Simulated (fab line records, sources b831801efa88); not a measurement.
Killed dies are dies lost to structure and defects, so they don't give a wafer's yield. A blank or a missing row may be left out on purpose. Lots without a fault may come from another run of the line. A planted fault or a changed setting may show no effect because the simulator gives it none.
Which tool did it? | flow sky130 | 6 lots, 18 wafers sampled, at 3 steps of a route of 708

WHAT THE GAUGES READ, wafer by wafer
SKY_LDD_P_TW_MEAS_11.
lot  | measured     | on            | LDD_P_TW
L170 | day 20 01:42 | film_metro-02 | 634 633 633
L172 | day 20 21:55 | film_metro-01 | 644 642 644
L175 | day 22 09:22 | film_metro-03 | 628 631 634
L178 | day 23 20:01 | film_metro-01 | 637 635 636
L182 | day 24 19:15 | film_metro-02 | 631 626 632
L190 | day 27 08:39 | film_metro-02 | 787 790 789 792 793 789

WHICH TOOL RAN EACH LOT (tool, then ch and the chambers of the sampled wafers, then the start)
lot  | SKY_NWELL_STRIP_25                   | SKY_LDD_P_IMPLANT_09
L170 | plasma_asher-02 ch 0,1, day 6 00:02  | implanter-04 ch 0, day 20 01:27
L172 | plasma_asher-03 ch 0,1, day 6 11:20  | implanter-04 ch 0, day 20 21:41
L175 | plasma_asher-03 ch 0,1, day 7 08:35  | implanter-02 ch 0, day 22 09:00
L178 | plasma_asher-01 ch 0,1, day 8 07:22  | implanter-03 ch 0, day 23 19:46
L182 | plasma_asher-01 ch 0,1, day 9 02:28  | implanter-02 ch 0, day 24 19:00
L190 | plasma_asher-03 ch 0,1, day 11 01:25 | implanter-04 ch 0, day 27 08:08
- SKY_NWELL_STRIP_25: strips in O2/N2.
- SKY_LDD_P_IMPLANT_09

THE ANSWER, worked out from the rows above alone
Rule: what is usual is taken from the lots themselves. Put in order of their means at a reading, lots are off if they are a third of the lots or fewer, leave a main group of 4 or more, and stand apart from it by a gap of 3 or more times the standard deviation of the main group's means; of several such gaps the widest counts. A main group whose means are all the same, to the digits that the tables above print for the reading, isn't used. A lot without any number at a reading at which 4 lots or more have one is off too. The other lots that the step has rows for count as sound.
Off: L190, at SKY_LDD_P_TW_MEAS_11 (LDD_P_TW). The main group: mean 635, standard deviation 4.8.
A tool fits if, at a process step before that reading, it ran every lot that is off, and no sound lot after the first of them. The gauges at SKY_LDD_P_TW_MEAS_11 are tried like those tools. Can't be told from this: 3 tools fit, plasma_asher-03 at SKY_NWELL_STRIP_25, implanter-04 at SKY_LDD_P_IMPLANT_09, film_metro-02 at SKY_LDD_P_TW_MEAS_11.

WHAT THE SIMULATOR HAD PUT IN
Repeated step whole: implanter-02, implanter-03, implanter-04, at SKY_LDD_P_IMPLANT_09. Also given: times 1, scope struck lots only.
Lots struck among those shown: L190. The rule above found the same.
